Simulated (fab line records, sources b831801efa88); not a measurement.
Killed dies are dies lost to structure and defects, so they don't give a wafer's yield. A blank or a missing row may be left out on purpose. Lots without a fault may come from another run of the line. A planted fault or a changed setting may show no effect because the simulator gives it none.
Chamber matching | flow gf180mcu | GF_STI_CMP_25 on cmp-02: 4 sister chambers
The step polishes, stops on Si3N4, t overpolish 33 s, target thk 524.6 nm. 8 wafers are shown with their chamber, then 7 later ones without.

WAFERS WITH THEIR CHAMBER
wafer  | chamber | motor_current_A (A) | overpolish_run_s (s)
L991.3 | 0       | 11.8                | 33.020
L994.5 | 0       | 12.1                | 33.001
L995.1 | 3       | 11.3                | 33.002
L996.1 | 1       | 12.1                | 33.000
L996.3 | 2       | 13.5                | 32.989
L996.6 | 3       | 11.4                | 32.996
L106.1 | 1       | 12.1                | 33.008
L106.3 | 2       | 13.8                | 32.998

WAFERS WITHOUT THEIR CHAMBER
wafer  | motor_current_A (A) | overpolish_run_s (s)
L106.4 | 11.1                | 33.011
L108.1 | 13.1                | 33.002
L108.2 | 11.7                | 32.994
L108.3 | 10.5                | 33.008
L110.1 | 11.7                | 32.991
L110.2 | 12.1                | 32.994
L110.5 | 12.0                | 33.006

WHICH CHAMBER EACH WENT THROUGH
wafer  | from the rows above          | in truth
L106.4 | 3                            | 3
L108.1 | 2                            | 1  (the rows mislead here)
L108.2 | can't be placed: 3 or 0 or 1 | 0
L108.3 | 3                            | 3
L110.1 | can't be placed: 3 or 0 or 1 | 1
L110.2 | can't be placed: 1 or 0      | 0
L110.5 | can't be placed: 0 or 1      | 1
Placed correctly: 2 of 7. Can't be placed from these rows: 4 (the true chamber is among the candidates in 4). Placed wrongly: 1.
How it was worked out, from the rows above alone: a wafer's distance from a chamber is the root of the sum, over the readings, of the square of ((its reading less the chamber's mean) divided by the reading's scatter). The wafer belongs to the nearest chamber; if the next one is less than 2 further off, it can't be placed. A chamber's mean is the mean of its shown wafers. The scatter: the root of (the sum of the squares of (reading less its chamber's mean) over the shown wafers, divided by (wafers less chambers)).
